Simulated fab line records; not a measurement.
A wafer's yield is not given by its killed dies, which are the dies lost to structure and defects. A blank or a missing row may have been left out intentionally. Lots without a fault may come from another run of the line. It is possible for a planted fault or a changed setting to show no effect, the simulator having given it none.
What tool caused it? + flow sky130 + 17 wafers from 6 lots sampled at 3 of the route's 708 steps

## WHAT EACH GAUGE READ, for each wafer
SKY_LDD_HVN_OVL_MEAS_07.
| lot  | measured     | on         | LDD_HVN_OVL (nm) |
|------|--------------|------------|------------------|
| L145 | day 20 19:49 | overlay-01 | 1.4 2.6 2.5      |
| L149 | day 22 05:19 | overlay-02 | -0.4 1.5 1.5     |
| L150 | day 23 17:50 | overlay-02 | 1.9 2.8 3.4      |
| L152 | day 24 16:05 | overlay-01 | 3.0 2.2 -0.3     |
| L158 | day 25 20:32 | overlay-02 | 1.9 1.9 0.1      |
| L162 | day 26 23:06 | overlay-01 | -0.1 0.8         |

## EACH LOT AND THE TOOL THAT RAN IT (in order: tool; ch and the chambers of the sampled wafers; start)
| lot  | SKY_RES_PROTECT_STRIP_07             | SKY_LDD_HVN_DEVELOP_06            |
|------|--------------------------------------|-----------------------------------|
| L145 | plasma asher-01 ch 0,1, day 15 13:41 | litho track-01 ch 0, day 20 19:40 |
| L149 | plasma asher-02 ch 0,1, day 16 20:26 | litho track-01 ch 0, day 22 05:10 |
| L150 | plasma asher-01 ch 0,1, day 18 07:52 | litho track-03 ch 0, day 23 17:41 |
| L152 | plasma asher-02 ch 0,1, day 19 09:48 | litho track-01 ch 0, day 24 15:58 |
| L158 | plasma asher-04 ch 0,1, day 20 13:53 | litho track-01 ch 0, day 25 20:25 |
| L162 | plasma asher-04 ch 0,1, day 21 19:16 | litho track-02 ch 0, day 26 22:59 |
- SKY_RES_PROTECT_STRIP_07: strips in O2/N2.
- SKY_LDD_HVN_DEVELOP_06: develop time 60 s.

## THE ANSWER, worked out from the rows above alone
Rule: the usual values come from the lots themselves. The widest of any qualifying gaps counts: lots, ordered by their means at a reading, are off when they make up no more than a third of the lots, leave a main group of 4 or more, and stand apart from it by 3 or more times the standard deviation of that group's means. A main group is skipped when, at the precision printed for the reading in the tables above, its means are all equal. A lot without any number at a reading at which 4 lots or more have one is off too. Any other lot the step has rows for is counted as sound.
No lot is off on any of the readings shown, so nothing can be concluded from this.

## WHAT HAD BEEN PUT IN BY THE SIMULATOR
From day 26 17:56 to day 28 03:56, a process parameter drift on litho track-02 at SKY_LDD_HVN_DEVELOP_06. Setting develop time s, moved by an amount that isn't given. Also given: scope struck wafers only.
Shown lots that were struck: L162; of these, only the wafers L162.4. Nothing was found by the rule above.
